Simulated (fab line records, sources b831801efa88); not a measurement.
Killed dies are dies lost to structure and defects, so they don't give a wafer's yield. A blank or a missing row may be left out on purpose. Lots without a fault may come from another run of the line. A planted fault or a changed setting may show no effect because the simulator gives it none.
A struck lot beside a sound one | flow gf180mcu | 14 steps out of a route of 602
Sound: wafers L982.1, L982.5, L982.6. Struck: wafers L990.1, L990.3, L990.4. The cause comes at the end.
At each step with rows: each side's tool, then ch and its chambers, then its first start. Under that, the readings that differ: sound wafers | struck wafers | difference of the means | sigmas: that difference in standard deviations of wafers without a fault.
alike: readings whose means differ by less than 2 such deviations, and words and numbers that are the same on both sides. not compared: withheld readings, readings that some wafer has no value for, bounds like >300 that may hide the same value, and numbers for which the record gives no deviation and whose values overlap.
The two part at a step that has a row with sigmas, a row that says differs or no value, or rows on one side only. Numbers that don't overlap but have no deviation are shown without sigmas and don't part them. A reading that every wafer of one side lacks parts them only if that side has two wafers or more.

first, 1 step without rows for these wafers: GF_MVPSD_DEVELOP_06 (develop time 60 s).
GF_MVPSD_OVL_MEAS_07:
  sound on overlay-02, day 5 11:50; struck on overlay-01, day 7 04:04
  alike: MVPSD_OVL
then, 2 steps without rows for these wafers: GF_MVPSD_IMPLANT_08; GF_MVPSD_IMPLANT_09.
GF_MVPSD_STRIP_10: strips in O2/N2.
  sound on plasma_asher-04 ch 0,1, day 5 12:10; struck on plasma_asher-03 ch 0,1, day 7 04:25
  alike: drypump_motor_current_A, heater_power_w, oes_product_au, platen_temp_c, strip_time_to_endpoint_s
  not compared: rf_hours_counter_h
GF_MVPSD_TW_MEAS_11:
  sound on film_metro-03, day 5 12:16; struck on film_metro-03, day 7 04:31
  alike: MVPSD_TW
then, 6 steps without rows for these wafers: GF_VT_IMPLANT_DEHYDRATE_00 (time 60 s); GF_VT_IMPLANT_HMDS_01 (prime time 60 s); GF_VT_IMPLANT_COAT_02 (resist thk 1000 nm); GF_VT_IMPLANT_SOFTBAKE_03 (time 60 s); GF_VT_IMPLANT_EXPOSE_04 (exposes mask LVPWELL LV AREA, target cd 600 nm); GF_VT_IMPLANT_PEB_05.
GF_VT_IMPLANT_DEVELOP_06: develop time 60 s.
  sound on litho_track-01 ch 0, day 6 02:55; struck on litho_track-01, day 7 20:55
  no value came back on the struck wafers for chill_plate_temp_C (C), develop_time_s (s); on the sound wafers chill_plate_temp_C (C) reads 23.05 23.00 23.14
GF_VT_IMPLANT_OVL_MEAS_07:
  sound on overlay-01, day 6 03:04; struck on overlay-02, day 7 21:04
  reading             | sound          | struck | difference                    | sigmas
  VT_IMPLANT_OVL (nm) | -0.8 -0.2 -1.8 | - - -  | no value on the struck wafers |

WHERE THEY PART
First at GF_VT_IMPLANT_DEVELOP_06; last, within this record, at GF_VT_IMPLANT_OVL_MEAS_07.

WHY: what the simulator had put in
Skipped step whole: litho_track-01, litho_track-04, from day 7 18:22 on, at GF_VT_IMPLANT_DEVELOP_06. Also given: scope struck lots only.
